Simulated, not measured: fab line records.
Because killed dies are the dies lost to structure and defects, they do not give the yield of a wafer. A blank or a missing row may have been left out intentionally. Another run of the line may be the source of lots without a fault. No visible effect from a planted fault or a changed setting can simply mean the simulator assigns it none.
Matching of chambers | flow gf180mcu | GF_V4_CMP_04 on cmp-01 has 4 sister chambers
The step polishes SiO2. 8 wafers are shown with their chamber, then 7 later ones without.

## WAFERS PAIRED WITH THEIR CHAMBERS
wafer  | chamber | motorCurrentA (A) | edgeZonePressureFrac
L913.4 | 3       | 13.0              | 1.002
L914.3 | 1       | 13.0              | 0.999
L915.3 | 2       | 13.4              | 1.004
L916.1 | 3       | 12.4              | 0.990
L916.2 | 0       | 10.0              | 1.004
L916.6 | 2       | 14.1              | 1.002
L927.1 | 0       | 10.3              | 1.003
L927.3 | 1       | 12.9              | 1.002

## WAFERS WHOSE CHAMBER IS MISSING
wafer  | motorCurrentA (A) | edgeZonePressureFrac
L927.6 | 9.7               | 0.998
L932.1 | 12.6              | 1.004
L932.2 | 10.0              | 1.002
L932.4 | 13.1              | 1.003
L933.3 | 12.3              | 0.995
L933.4 | 13.7              | 1.003
L933.5 | 13.9              | 0.999

## WHICH CHAMBER EACH ONE RAN IN
wafer  | from the rows above          | in truth
L927.6 | 0                            | 0
L932.1 | can't be placed: 1 or 3      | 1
L932.2 | 0                            | 0
L932.4 | can't be placed: 1 or 2 or 3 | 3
L933.3 | can't be placed: 3 or 1      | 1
L933.4 | 2                            | 2
L933.5 | can't be placed: 2 or 1      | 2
3 of 7 placed correctly. Unplaceable from these rows: 4, with the true chamber sitting among the candidates in 4. Placed wrongly: 0.
How it was worked out, from the rows above alone: a wafer's distance from a chamber is the root of the sum, over the readings, of the square of ((its reading less the chamber's mean) divided by the reading's scatter). The wafer belongs to the nearest chamber; if the next one is less than 2 further off, it can't be placed. Each chamber's mean is taken over the wafers shown for it. How the scatter is found: for the shown wafers, subtract from each reading the mean of its chamber, square and add these, divide the total by (wafers less chambers), then take the root.
